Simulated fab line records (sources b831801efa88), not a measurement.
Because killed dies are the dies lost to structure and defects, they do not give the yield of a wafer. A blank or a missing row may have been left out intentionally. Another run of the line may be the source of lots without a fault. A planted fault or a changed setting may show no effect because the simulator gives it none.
Comparing a struck lot with a sound one || flow sky130 || 16 out of 708 route steps
Sound: these wafers, L545.1, L545.2, L545.4. Struck: wafer L536.4 (L536.2, L536.5, from the same lot, were not struck and are left out); the cause is given at the end.
For every step that has rows: the tool of each side, followed by ch and its chambers, followed by its first start. Under that, the readings that differ: sound wafers || struck wafers || difference of the means || sigmas: that difference in standard deviations of wafers without a fault.
alike: readings whose means differ by less than 2 such deviations, and words and numbers that are the same on both sides. not compared: withheld readings, readings that some wafer has no value for, bounds like >300 that may hide the same value, and numbers for which the record gives no deviation and whose values overlap.
A row with sigmas, a row that says differs or no value, or rows on one side alone: a step with any of these is where the two part. Numbers that have no deviation but don't overlap get no sigmas and don't part them. A reading missing from all wafers of one side parts the sides only when that side holds two or more wafers.

SKY_SD_N_OVL_MEAS_08:
  sound on overlay-02, day 33 09:37; struck on overlay-01, day 31 01:02
  alike: SD_N_OVL
then, 2 steps without rows for these wafers: SKY_SD_N_IMPLANT_09; SKY_SD_N_IMPLANT_10.
SKY_SD_N_STRIP_11: strips in O2/N2.
  sound on plasma-asher-01 ch 0,1, day 33 09:57; struck on plasma-asher-04 ch 0, day 31 01:22
  alike: drypump-motor-current-A, oes-product-au, strip-time-to-endpoint-s
  not compared: rf-hours-counter-h
SKY_SD_N_TW_MEAS_12:
  sound on film-metro-02, day 33 10:03; struck on film-metro-01, day 31 01:28
  alike: SD_N_TW
then, 1 step without rows for these wafers: SKY_SD_N_CLEAN_13 (cleans in SC1/SC2, time 150 s).
SKY_SD_N_RTA_14: time 2 s.
  sound on rtp-anneal-02 ch 0, day 33 10:10; struck on rtp-anneal-02 ch 0, day 31 01:35
  alike: lamp-power-pct, wafer_temp_C_max
SKY_SD_N_RS_MEAS_16: a four-point-probe measurement.
  sound on film-metro-01, day 33 10:20; struck on film-metro-01, day 31 01:46
  alike: SD_N_RS
SKY_SD_N_RS_MEAS_17: a four-point-probe measurement.
  sound on film-metro-01, day 33 10:27; struck on film-metro-01, day 31 01:53
  alike: SD_P_RS
SKY_SD_N_RS_MEAS_18: a four-point-probe measurement.
  sound on film-metro-01, day 33 10:34; struck on film-metro-01, day 31 02:00
  alike: RES_XHIGH_RS
then, 1 step without rows for these wafers: SKY_SALICIDE_CLEAN_00 (cleans in HF-last, time 30 s).
SKY_LI_CONTACT_HDPCVD_00: deposits PSG, target thk 930 nm, time 155 s.
  sound on hdpcvd-02 ch 0,2, day 33 10:43; struck on hdpcvd-01 ch 2, day 31 02:07
{"reading": "model.PSG_of_LI_CONTACT_HDPCVD_00.thk-nm (nm)", "sound": "920.8 923.5 918.6", "struck": 1820, "difference": "+899", "sigmas": ""}
SKY_LI_CONTACT_THK_MEAS_01:
  sound on film-metro-01, day 33 10:49; struck on film-metro-04, day 31 02:14
{"reading": "LI_CONTACT_HDPCVD_THK (nm)", "sound": "921 924 919", "struck": 1822, "difference": "+901", "sigmas": "+90"}
SKY_LI_CONTACT_CMP_02: polishes PSG.
  sound on cmp-01 ch 0,2,3, day 33 10:52; struck on cmp-02 ch 0, day 31 02:17
{"reading": "time-to-endpoint-s (s)", "sound": "26 21 24", "struck": 125, "difference": "+101", "sigmas": "+25"}
  alike: motor-current-A
SKY_LI_CONTACT_BOW_MEAS_03:
  sound on film-metro-02, day 33 11:10; struck on film-metro-02, day 31 02:36
  alike: LI_CONTACT_BOW
-- a jump in the record: the struck wafers' starts before and after are 17 days apart (it breaks off in module LI_CONTACT and resumes in module PAD_OPEN, where the first step shown is number 708 of the route) --
SKY_PAD_OPEN_PROBE_99:
  sound on prober-01, day 49 17:03; struck on prober-01, day 48 07:25
{"reading": "killed-at-contacts", "sound": "16 27 23", "struck": 39, "difference": "+17", "sigmas": "+3"}
{"reading": "killed-at-front-end", "sound": "15 13 15", "struck": 4, "difference": -10, "sigmas": -2}
  alike: killed_at_M0_to_M3, killed_at_M4_up, killed-at-other, killed-dies, killed-open, killed-short

## WHERE THEY PART
At SKY_LI_CONTACT_THK_MEAS_01 first; at SKY_PAD_OPEN_PROBE_99 last (within this record only).

WHY: what the simulator had put in
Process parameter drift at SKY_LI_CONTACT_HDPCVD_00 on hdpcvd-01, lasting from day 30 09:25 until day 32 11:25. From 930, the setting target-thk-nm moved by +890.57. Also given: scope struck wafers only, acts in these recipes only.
